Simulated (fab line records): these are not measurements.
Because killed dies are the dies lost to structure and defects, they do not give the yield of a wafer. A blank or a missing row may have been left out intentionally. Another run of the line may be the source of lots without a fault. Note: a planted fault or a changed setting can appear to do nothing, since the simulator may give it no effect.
fab line records / flow sky130 / part 2 of 2: steps 35 to 44 of 44
record lots=5 wafers=15 last_day=50
route steps=708 shown SD_P@320 RES_XHIGH@332 SD_N@342 SALICIDE@361 LI_CONTACT@362
lots with no fault: from the same line, run without faults
start_h: hours from the record's first day to the start of the lot's first wafer shown / wait_h: hours since the lot's step before / " as in the row above / L1.1+2: a single row standing in for several wafers / - value missing, or start not given / * or withheld: withheld / < > ~ a bound
route shown NAME@n: names a module that has steps shown in the file, with the first one's number in the route / usual: average and standard deviation across the fault-free wafers / same: alike in all rows / chamber/n: place in a boat / sites: per-site readings / _std_site: their standard deviation / _edge_site: inner sites' mean taken away from outer sites' mean / radius_mm: how far each site lies from the wafer's centre / mask NAME#n: copy n / behind: the last tool/chamber to shape the wafer / hold: cause of the lot's hold/its duration in hours/its outcome / device: whichever transistor did not switch (one of n, p or np) / end of line: at the end of the route, the tests of the same wafers / a step with no rows: only its recipe / killed: dies that structure and defects cost at the first sort, which is not the same as the wafer's yield / map: per-die view of a wafer (x killed, . not killed, _ where there is no die)
set.NAME: the setting that was run; set.NAME@STEP: the one run at that earlier step / model.NAME: the simulator's own value behind a step, which no gauge read
lots at some steps of the route; a table a step, a row a wafer
services: a tool's chamber out of use, with start hour (start_h, from the record's first day; less than 0 if before it), hours out, and reason
## steps
# step SKY_SD_N_TW_MEAS_12
# usual SD_N_TW=4007/33
lot.wafer=L076.4 tool=film_metro-03 chamber=- start_h=663.00 wait_h=0.1 SD_N_TW=4032
lot.wafer=L076.5 tool=film_metro-03 chamber=- start_h=663.00 wait_h=0.1 SD_N_TW=4040
lot.wafer=L076.6 tool=film_metro-03 chamber=- start_h=663.00 wait_h=0.1 SD_N_TW=4026
lot.wafer=L077.2 tool=film_metro-03 chamber=- start_h=667.84 wait_h=0.1 SD_N_TW=4042
lot.wafer=L077.4 tool=film_metro-03 chamber=- start_h=667.84 wait_h=0.1 SD_N_TW=4072
lot.wafer=L077.5 tool=film_metro-03 chamber=- start_h=667.84 wait_h=0.1 SD_N_TW=4043
lot.wafer=L083.1 tool=film_metro-04 chamber=- start_h=739.30 wait_h=0.1 SD_N_TW=3981
lot.wafer=L083.2 tool=film_metro-04 chamber=- start_h=739.30 wait_h=0.1 SD_N_TW=3986
lot.wafer=L083.3 tool=film_metro-04 chamber=- start_h=739.30 wait_h=0.1 SD_N_TW=3970
lot.wafer=L085.1 tool=film_metro-04 chamber=- start_h=745.19 wait_h=0.1 SD_N_TW=3971
lot.wafer=L085.3 tool=film_metro-04 chamber=- start_h=745.19 wait_h=0.1 SD_N_TW=3964
lot.wafer=L085.5 tool=film_metro-04 chamber=- start_h=745.19 wait_h=0.1 SD_N_TW=3957
lot.wafer=L094.1 tool=film_metro-03 chamber=- start_h=810.75 wait_h=0.1 SD_N_TW=4027
lot.wafer=L094.2 tool=film_metro-03 chamber=- start_h=810.75 wait_h=0.1 SD_N_TW=4010
lot.wafer=L094.6 tool=film_metro-03 chamber=- start_h=810.75 wait_h=0.1 SD_N_TW=4037
# step SKY_SD_N_CLEAN_13
# recipe chemistry=SC1/SC2 mix=1:4:20 temp_c=70 time_s=150 dry=n2_spin
# usual bath_heat_duty_pct=14.4/1.6
lot.wafer=L076.4 tool=wet_bench-03 chamber=3 start_h=663.03 wait_h=0.0 bath_heat_duty_pct=14.1
lot.wafer=L076.5 tool=wet_bench-03 chamber=3 start_h=663.03 wait_h=0.0 bath_heat_duty_pct=14.6
lot.wafer=L076.6 tool=wet_bench-03 chamber=3 start_h=663.03 wait_h=0.0 bath_heat_duty_pct=14.6
lot.wafer=L077.2 tool=wet_bench-01 chamber=0 start_h=667.89 wait_h=0.0 bath_heat_duty_pct=17.2
lot.wafer=L077.4 tool=wet_bench-01 chamber=0 start_h=667.89 wait_h=0.0 bath_heat_duty_pct=16.8
lot.wafer=L077.5 tool=wet_bench-01 chamber=0 start_h=667.89 wait_h=0.0 bath_heat_duty_pct=16.5
lot.wafer=L083.1 tool=wet_bench-01 chamber=0 start_h=739.36 wait_h=0.1 bath_heat_duty_pct=17.5
lot.wafer=L083.2 tool=wet_bench-01 chamber=0 start_h=739.36 wait_h=0.1 bath_heat_duty_pct=16.8
lot.wafer=L083.3 tool=wet_bench-01 chamber=0 start_h=739.36 wait_h=0.1 bath_heat_duty_pct=16.8
lot.wafer=L085.1 tool=wet_bench-02 chamber=0 start_h=745.25 wait_h=0.1 bath_heat_duty_pct=11.1
lot.wafer=L085.3 tool=wet_bench-02 chamber=0 start_h=745.25 wait_h=0.1 bath_heat_duty_pct=12.7
lot.wafer=L085.5 tool=wet_bench-02 chamber=0 start_h=745.25 wait_h=0.1 bath_heat_duty_pct=11.8
lot.wafer=L094.1 tool=wet_bench-02 chamber=1 start_h=810.81 wait_h=0.1 bath_heat_duty_pct=11.6
lot.wafer=L094.2 tool=wet_bench-02 chamber=1 start_h=810.81 wait_h=0.1 bath_heat_duty_pct=12.4
lot.wafer=L094.6 tool=wet_bench-02 chamber=1 start_h=810.81 wait_h=0.1 bath_heat_duty_pct=12.2
# step SKY_SD_N_RTA_14
# recipe temp_c=1075 time_s=2 idle_temp_c=650 ramp_up_c_per_s=150 ramp_down_c_per_s=90 ambient=N2
# usual lamp_power_pct=15.73/0.054 wafer_temp_C_max=1078.0/1.3
lot.wafer=L076.4 tool=rtp_anneal-01 chamber=0 start_h=663.11 wait_h=0.0 lamp_power_pct=15.66 wafer_temp_C_max=1078.8
lot.wafer=L076.5 tool=rtp_anneal-01 chamber=0 start_h=663.11 wait_h=0.0 lamp_power_pct=15.68 wafer_temp_C_max=1077.1
lot.wafer=L076.6 tool=rtp_anneal-01 chamber=0 start_h=663.11 wait_h=0.0 lamp_power_pct=15.73 wafer_temp_C_max=1078.5
lot.wafer=L077.2 tool=rtp_anneal-02 chamber=0 start_h=667.95 wait_h=0.0 lamp_power_pct=15.76 wafer_temp_C_max=1076.1
lot.wafer=L077.4 tool=rtp_anneal-02 chamber=0 start_h=667.95 wait_h=0.0 lamp_power_pct=15.75 wafer_temp_C_max=1076.5
lot.wafer=L077.5 tool=rtp_anneal-02 chamber=0 start_h=667.95 wait_h=0.0 lamp_power_pct=15.74 wafer_temp_C_max=1078.2
lot.wafer=L083.1 tool=rtp_anneal-02 chamber=0 start_h=739.41 wait_h=0.0 lamp_power_pct=15.64 wafer_temp_C_max=1078.9
lot.wafer=L083.2 tool=rtp_anneal-02 chamber=0 start_h=739.41 wait_h=0.0 lamp_power_pct=15.76 wafer_temp_C_max=1078.5
lot.wafer=L083.3 tool=rtp_anneal-02 chamber=0 start_h=739.41 wait_h=0.0 lamp_power_pct=15.70 wafer_temp_C_max=1075.8
lot.wafer=L085.1 tool=rtp_anneal-01 chamber=0 start_h=745.31 wait_h=0.0 lamp_power_pct=15.80 wafer_temp_C_max=1078.6
lot.wafer=L085.3 tool=rtp_anneal-01 chamber=0 start_h=745.31 wait_h=0.0 lamp_power_pct=15.75 wafer_temp_C_max=1077.0
lot.wafer=L085.5 tool=rtp_anneal-01 chamber=0 start_h=745.31 wait_h=0.0 lamp_power_pct=15.76 wafer_temp_C_max=1076.2
lot.wafer=L094.1 tool=rtp_anneal-02 chamber=0 start_h=810.86 wait_h=0.0 lamp_power_pct=15.69 wafer_temp_C_max=1075.9
lot.wafer=L094.2 tool=rtp_anneal-02 chamber=0 start_h=810.86 wait_h=0.0 lamp_power_pct=15.65 wafer_temp_C_max=1080.0
lot.wafer=L094.6 tool=rtp_anneal-02 chamber=0 start_h=810.86 wait_h=0.0 lamp_power_pct=15.65 wafer_temp_C_max=1079.9
# step SKY_SD_N_RS_MEAS_16
# recipe thk_meas_gauge=four-point-probe
# usual SD_N_RS=68.56/0.1
lot.wafer=L076.4 tool=film_metro-04 chamber=- start_h=663.31 wait_h=0.1 SD_N_RS[ohm/sq]=68.67
lot.wafer=L076.5 tool=film_metro-04 chamber=- start_h=663.31 wait_h=0.1 SD_N_RS[ohm/sq]=68.57
lot.wafer=L076.6 tool=film_metro-04 chamber=- start_h=663.31 wait_h=0.1 SD_N_RS[ohm/sq]=68.57
lot.wafer=L077.2 tool=film_metro-03 chamber=- start_h=668.13 wait_h=0.1 SD_N_RS[ohm/sq]=68.58
lot.wafer=L077.4 tool=film_metro-03 chamber=- start_h=668.13 wait_h=0.1 SD_N_RS[ohm/sq]=68.61
lot.wafer=L077.5 tool=film_metro-03 chamber=- start_h=668.13 wait_h=0.1 SD_N_RS[ohm/sq]=68.59
lot.wafer=L083.1 tool=film_metro-01 chamber=- start_h=739.59 wait_h=0.1 SD_N_RS[ohm/sq]=68.66
lot.wafer=L083.2 tool=film_metro-01 chamber=- start_h=739.59 wait_h=0.1 SD_N_RS[ohm/sq]=68.48
lot.wafer=L083.3 tool=film_metro-01 chamber=- start_h=739.59 wait_h=0.1 SD_N_RS[ohm/sq]=68.69
lot.wafer=L085.1 tool=film_metro-03 chamber=- start_h=745.48 wait_h=0.1 SD_N_RS[ohm/sq]=68.63
lot.wafer=L085.3 tool=film_metro-03 chamber=- start_h=745.48 wait_h=0.1 SD_N_RS[ohm/sq]=68.68
lot.wafer=L085.5 tool=film_metro-03 chamber=- start_h=745.48 wait_h=0.1 SD_N_RS[ohm/sq]=68.62
lot.wafer=L094.1 tool=film_metro-03 chamber=- start_h=811.04 wait_h=0.1 SD_N_RS[ohm/sq]=68.51
lot.wafer=L094.2 tool=film_metro-03 chamber=- start_h=811.04 wait_h=0.1 SD_N_RS[ohm/sq]=68.61
lot.wafer=L094.6 tool=film_metro-03 chamber=- start_h=811.04 wait_h=0.1 SD_N_RS[ohm/sq]=68.46
# step SKY_SD_N_RS_MEAS_17
# recipe thk_meas_gauge=four-point-probe
# usual SD_P_RS=147.1/0.36
lot.wafer=L076.4 tool=film_metro-04 chamber=- start_h=663.43 wait_h=0.1 SD_P_RS[ohm/sq]=147.2
lot.wafer=L076.5 tool=film_metro-04 chamber=- start_h=663.43 wait_h=0.1 SD_P_RS[ohm/sq]=147.5
lot.wafer=L076.6 tool=film_metro-04 chamber=- start_h=663.43 wait_h=0.1 SD_P_RS[ohm/sq]=147.3
lot.wafer=L077.2 tool=film_metro-03 chamber=- start_h=668.25 wait_h=0.1 SD_P_RS[ohm/sq]=147.2
lot.wafer=L077.4 tool=film_metro-03 chamber=- start_h=668.25 wait_h=0.1 SD_P_RS[ohm/sq]=147.3
lot.wafer=L077.5 tool=film_metro-03 chamber=- start_h=668.25 wait_h=0.1 SD_P_RS[ohm/sq]=147.5
lot.wafer=L083.1 tool=film_metro-01 chamber=- start_h=739.71 wait_h=0.1 SD_P_RS[ohm/sq]=147.0
lot.wafer=L083.2 tool=film_metro-01 chamber=- start_h=739.71 wait_h=0.1 SD_P_RS[ohm/sq]=147.0
lot.wafer=L083.3 tool=film_metro-01 chamber=- start_h=739.71 wait_h=0.1 SD_P_RS[ohm/sq]=147.0
lot.wafer=L085.1 tool=film_metro-03 chamber=- start_h=745.60 wait_h=0.1 SD_P_RS[ohm/sq]=147.2
lot.wafer=L085.3 tool=film_metro-03 chamber=- start_h=745.60 wait_h=0.1 SD_P_RS[ohm/sq]=147.3
lot.wafer=L085.5 tool=film_metro-03 chamber=- start_h=745.60 wait_h=0.1 SD_P_RS[ohm/sq]=147.6
lot.wafer=L094.1 tool=film_metro-03 chamber=- start_h=811.16 wait_h=0.1 SD_P_RS[ohm/sq]=146.3
lot.wafer=L094.2 tool=film_metro-03 chamber=- start_h=811.16 wait_h=0.1 SD_P_RS[ohm/sq]=146.8
lot.wafer=L094.6 tool=film_metro-03 chamber=- start_h=811.16 wait_h=0.1 SD_P_RS[ohm/sq]=146.3
# step SKY_SD_N_RS_MEAS_18
# recipe thk_meas_gauge=four-point-probe
# usual RES_XHIGH_RS=333.2/1.3
lot.wafer=L076.4 tool=film_metro-04 chamber=- start_h=663.55 wait_h=0.1 RES_XHIGH_RS[ohm/sq]=333.6
lot.wafer=L076.5 tool=film_metro-04 chamber=- start_h=663.55 wait_h=0.1 RES_XHIGH_RS[ohm/sq]=333.3
lot.wafer=L076.6 tool=film_metro-04 chamber=- start_h=663.55 wait_h=0.1 RES_XHIGH_RS[ohm/sq]=335.0
lot.wafer=L077.2 tool=film_metro-03 chamber=- start_h=668.37 wait_h=0.1 RES_XHIGH_RS[ohm/sq]=332.3
lot.wafer=L077.4 tool=film_metro-03 chamber=- start_h=668.37 wait_h=0.1 RES_XHIGH_RS[ohm/sq]=331.6
lot.wafer=L077.5 tool=film_metro-03 chamber=- start_h=668.37 wait_h=0.1 RES_XHIGH_RS[ohm/sq]=333.0
lot.wafer=L083.1 tool=film_metro-01 chamber=- start_h=739.83 wait_h=0.1 RES_XHIGH_RS[ohm/sq]=333.3
lot.wafer=L083.2 tool=film_metro-01 chamber=- start_h=739.83 wait_h=0.1 RES_XHIGH_RS[ohm/sq]=333.0
lot.wafer=L083.3 tool=film_metro-01 chamber=- start_h=739.83 wait_h=0.1 RES_XHIGH_RS[ohm/sq]=333.3
lot.wafer=L085.1 tool=film_metro-03 chamber=- start_h=745.72 wait_h=0.1 RES_XHIGH_RS[ohm/sq]=330.8
lot.wafer=L085.3 tool=film_metro-03 chamber=- start_h=745.72 wait_h=0.1 RES_XHIGH_RS[ohm/sq]=331.7
lot.wafer=L085.5 tool=film_metro-03 chamber=- start_h=745.72 wait_h=0.1 RES_XHIGH_RS[ohm/sq]=330.8
lot.wafer=L094.1 tool=film_metro-03 chamber=- start_h=811.28 wait_h=0.1 RES_XHIGH_RS[ohm/sq]=333.6
lot.wafer=L094.2 tool=film_metro-03 chamber=- start_h=811.28 wait_h=0.1 RES_XHIGH_RS[ohm/sq]=333.3
lot.wafer=L094.6 tool=film_metro-03 chamber=- start_h=811.28 wait_h=0.1 RES_XHIGH_RS[ohm/sq]=333.4
# step SKY_SALICIDE_CLEAN_00
# recipe chemistry=HF-last time_s=30 dilution=100:1 dry=ipa_marangoni
lot.wafer=L076.4+5+6 tool=wet_bench-04 chamber=3 start_h=663.61 wait_h=0.0
lot.wafer=L077.2+4+5 tool=wet_bench-04 chamber=3 start_h=668.47 wait_h=0.1
lot.wafer=L083.1+2+3 tool=wet_bench-04 chamber=2 start_h=739.95 wait_h=0.1
lot.wafer=L085.1+3+5 tool=wet_bench-01 chamber=0 start_h=745.84 wait_h=0.1
lot.wafer=L094.1+2+6 tool=wet_bench-04 chamber=3 start_h=811.40 wait_h=0.1
# step SKY_LI_CONTACT_HDPCVD_00
# recipe material=PSG target_thk_nm=930 sigma_open_frac=0.3 time_s=155 temp_c=600 sih4_flow_sccm=60 pressure_mtorr=6
# usual sih4_flow_sccm=59.98/0.18
lot.wafer=L076.4 tool=hdpcvd-02 chamber=0 start_h=663.68 wait_h=0.1 sih4_flow_sccm=59.90
lot.wafer=L076.5 tool=hdpcvd-02 chamber=2 start_h=663.68 wait_h=0.1 sih4_flow_sccm=59.95
lot.wafer=L076.6 tool=hdpcvd-02 chamber=1 start_h=663.68 wait_h=0.1 sih4_flow_sccm=60.54
lot.wafer=L077.2 tool=hdpcvd-02 chamber=2 start_h=668.49 wait_h=0.0 sih4_flow_sccm=59.94
lot.wafer=L077.4 tool=hdpcvd-02 chamber=0 start_h=668.49 wait_h=0.0 sih4_flow_sccm=60.00
lot.wafer=L077.5 tool=hdpcvd-02 chamber=1 start_h=668.49 wait_h=0.0 sih4_flow_sccm=59.74
lot.wafer=L083.1 tool=hdpcvd-02 chamber=2 start_h=739.96 wait_h=0.0 sih4_flow_sccm=59.72
lot.wafer=L083.2 tool=hdpcvd-02 chamber=0 start_h=739.96 wait_h=0.0 sih4_flow_sccm=59.80
lot.wafer=L083.3 tool=hdpcvd-02 chamber=1 start_h=739.96 wait_h=0.0 sih4_flow_sccm=59.91
lot.wafer=L085.1 tool=hdpcvd-02 chamber=1 start_h=745.87 wait_h=0.0 sih4_flow_sccm=59.83
lot.wafer=L085.3 tool=hdpcvd-02 chamber=0 start_h=745.87 wait_h=0.0 sih4_flow_sccm=60.02
lot.wafer=L085.5 tool=hdpcvd-02 chamber=2 start_h=745.87 wait_h=0.0 sih4_flow_sccm=60.11
lot.wafer=L094.1 tool=hdpcvd-01 chamber=2 start_h=811.41 wait_h=0.0 sih4_flow_sccm=59.73
lot.wafer=L094.2 tool=hdpcvd-01 chamber=1 start_h=811.41 wait_h=0.0 sih4_flow_sccm=60.02
lot.wafer=L094.6 tool=hdpcvd-01 chamber=2 start_h=811.41 wait_h=0.0 sih4_flow_sccm=59.81
# step SKY_LI_CONTACT_THK_MEAS_01
# recipe reads=PSG_of_LI_CONTACT_HDPCVD_00
# usual LI_CONTACT_HDPCVD_THK=930/13
lot.wafer=L076.4 tool=film_metro-03 chamber=- start_h=663.77 wait_h=0.0 LI_CONTACT_HDPCVD_THK[nm]=907
lot.wafer=L076.5 tool=film_metro-03 chamber=- start_h=663.77 wait_h=0.0 LI_CONTACT_HDPCVD_THK[nm]=907
lot.wafer=L076.6 tool=film_metro-03 chamber=- start_h=663.77 wait_h=0.0 LI_CONTACT_HDPCVD_THK[nm]=919
lot.wafer=L077.2 tool=film_metro-01 chamber=- start_h=668.61 wait_h=0.1 LI_CONTACT_HDPCVD_THK[nm]=911
lot.wafer=L077.4 tool=film_metro-01 chamber=- start_h=668.61 wait_h=0.1 LI_CONTACT_HDPCVD_THK[nm]=924
lot.wafer=L077.5 tool=film_metro-01 chamber=- start_h=668.61 wait_h=0.1 LI_CONTACT_HDPCVD_THK[nm]=935
lot.wafer=L083.1 tool=film_metro-03 chamber=- start_h=740.07 wait_h=0.1 LI_CONTACT_HDPCVD_THK[nm]=909
lot.wafer=L083.2 tool=film_metro-03 chamber=- start_h=740.07 wait_h=0.1 LI_CONTACT_HDPCVD_THK[nm]=922
lot.wafer=L083.3 tool=film_metro-03 chamber=- start_h=740.07 wait_h=0.1 LI_CONTACT_HDPCVD_THK[nm]=929
lot.wafer=L085.1 tool=film_metro-04 chamber=- start_h=745.98 wait_h=0.1 LI_CONTACT_HDPCVD_THK[nm]=932
lot.wafer=L085.3 tool=film_metro-04 chamber=- start_h=745.98 wait_h=0.1 LI_CONTACT_HDPCVD_THK[nm]=927
lot.wafer=L085.5 tool=film_metro-04 chamber=- start_h=745.98 wait_h=0.1 LI_CONTACT_HDPCVD_THK[nm]=917
lot.wafer=L094.1 tool=film_metro-04 chamber=- start_h=811.52 wait_h=0.1 LI_CONTACT_HDPCVD_THK[nm]=942
lot.wafer=L094.2 tool=film_metro-04 chamber=- start_h=811.52 wait_h=0.1 LI_CONTACT_HDPCVD_THK[nm]=936
lot.wafer=L094.6 tool=film_metro-04 chamber=- start_h=811.52 wait_h=0.1 LI_CONTACT_HDPCVD_THK[nm]=944
# step SKY_LI_CONTACT_CMP_02
# recipe material=PSG down_force_psi=4 platen_rpm=60 pad_velocity_m_s=0.94248
# usual motor_current_A=11.9/1.6 time_to_endpoint_s=32.4/2.8
lot.wafer=L076.4 tool=cmp-01 chamber=1 start_h=663.95 wait_h=0.2 motor_current_A=14.7 time_to_endpoint_s=29.4
lot.wafer=L076.5 tool=cmp-01 chamber=2 start_h=663.95 wait_h=0.2 motor_current_A=11.7 time_to_endpoint_s=29.5
lot.wafer=L076.6 tool=cmp-01 chamber=3 start_h=663.95 wait_h=0.2 motor_current_A=9.9 time_to_endpoint_s=32.2
lot.wafer=L077.4 tool=cmp-01 chamber=3 start_h=668.71 wait_h=0.1 motor_current_A=9.9 time_to_endpoint_s=32.1
lot.wafer=L077.2 tool=cmp-01 chamber=1 start_h=668.71 wait_h=0.1 motor_current_A=14.8 time_to_endpoint_s=30.0
lot.wafer=L077.5 tool=cmp-01 chamber=2 start_h=668.71 wait_h=0.1 motor_current_A=12.8 time_to_endpoint_s=33.8
lot.wafer=L083.3 tool=cmp-01 chamber=0 start_h=740.13 wait_h=0.0 motor_current_A=11.9 time_to_endpoint_s=33.1
lot.wafer=L083.1 tool=cmp-01 chamber=2 start_h=740.13 wait_h=0.0 motor_current_A=12.0 time_to_endpoint_s=30.4
lot.wafer=L083.2 tool=cmp-01 chamber=3 start_h=740.13 wait_h=0.0 motor_current_A=10.5 time_to_endpoint_s=30.6
lot.wafer=L085.3 tool=cmp-01 chamber=0 start_h=746.14 wait_h=0.1 motor_current_A=11.7 time_to_endpoint_s=32.2
lot.wafer=L085.1 tool=cmp-01 chamber=1 start_h=746.14 wait_h=0.1 motor_current_A=14.8 time_to_endpoint_s=33.8
lot.wafer=L085.5 tool=cmp-01 chamber=2 start_h=746.14 wait_h=0.1 motor_current_A=12.7 time_to_endpoint_s=31.0
lot.wafer=L094.2 tool=cmp-02 chamber=1 start_h=811.58 wait_h=0.0 motor_current_A=12.6 time_to_endpoint_s=30.6
lot.wafer=L094.1 tool=cmp-02 chamber=2 start_h=811.58 wait_h=0.0 motor_current_A=10.1 time_to_endpoint_s=34.5
lot.wafer=L094.6 tool=cmp-02 chamber=2 start_h=811.58 wait_h=0.0 motor_current_A=10.2 time_to_endpoint_s=32.3
## services
tool=cmp-01 chamber=- start_h=572.00 hours=4.0 kind=pm
tool=hdpcvd-02 chamber=2 start_h=593.71 hours=12.6 kind=repair
tool=hdpcvd-02 chamber=- start_h=607.05 hours=0.8 kind=repair
tool=iline_stepper-02 chamber=- start_h=607.34 hours=1.7 kind=pm
tool=implanter-03 chamber=- start_h=615.19 hours=4.4 kind=pm
tool=hdpcvd-02 chamber=2 start_h=632.79 hours=7.9 kind=repair
tool=hdpcvd-02 chamber=- start_h=633.00 hours=0.2 kind=repair
tool=plasma_asher-03 chamber=- start_h=649.88 hours=0.6 kind=repair
tool=implanter-03 chamber=- start_h=653.09 hours=4.6 kind=repair
tool=plasma_asher-03 chamber=- start_h=660.56 hours=17.7 kind=repair
tool=implanter-03 chamber=- start_h=672.92 hours=2.0 kind=repair
tool=hdpcvd-02 chamber=0 start_h=717.55 hours=8.0 kind=repair
tool=plasma_asher-04 chamber=- start_h=717.74 hours=28.1 kind=pm
tool=implanter-04 chamber=- start_h=718.11 hours=3.0 kind=pm
tool=iline_stepper-02 chamber=- start_h=728.52 hours=1.8 kind=repair
tool=implanter-03 chamber=- start_h=732.23 hours=18.6 kind=repair
tool=implanter-04 chamber=- start_h=733.06 hours=4.5 kind=pm
tool=plasma_asher-03 chamber=- start_h=752.90 hours=1.7 kind=repair
tool=implanter-03 chamber=- start_h=762.02 hours=1.5 kind=pm
tool=iline_stepper-02 chamber=- start_h=762.92 hours=3.3 kind=repair
tool=iline_stepper-01 chamber=- start_h=772.32 hours=1.7 kind=pm
tool=iline_stepper-01 chamber=- start_h=792.55 hours=1.6 kind=repair
tool=iline_stepper-02 chamber=- start_h=794.16 hours=7.8 kind=repair
tool=implanter-03 chamber=- start_h=798.72 hours=1.8 kind=repair
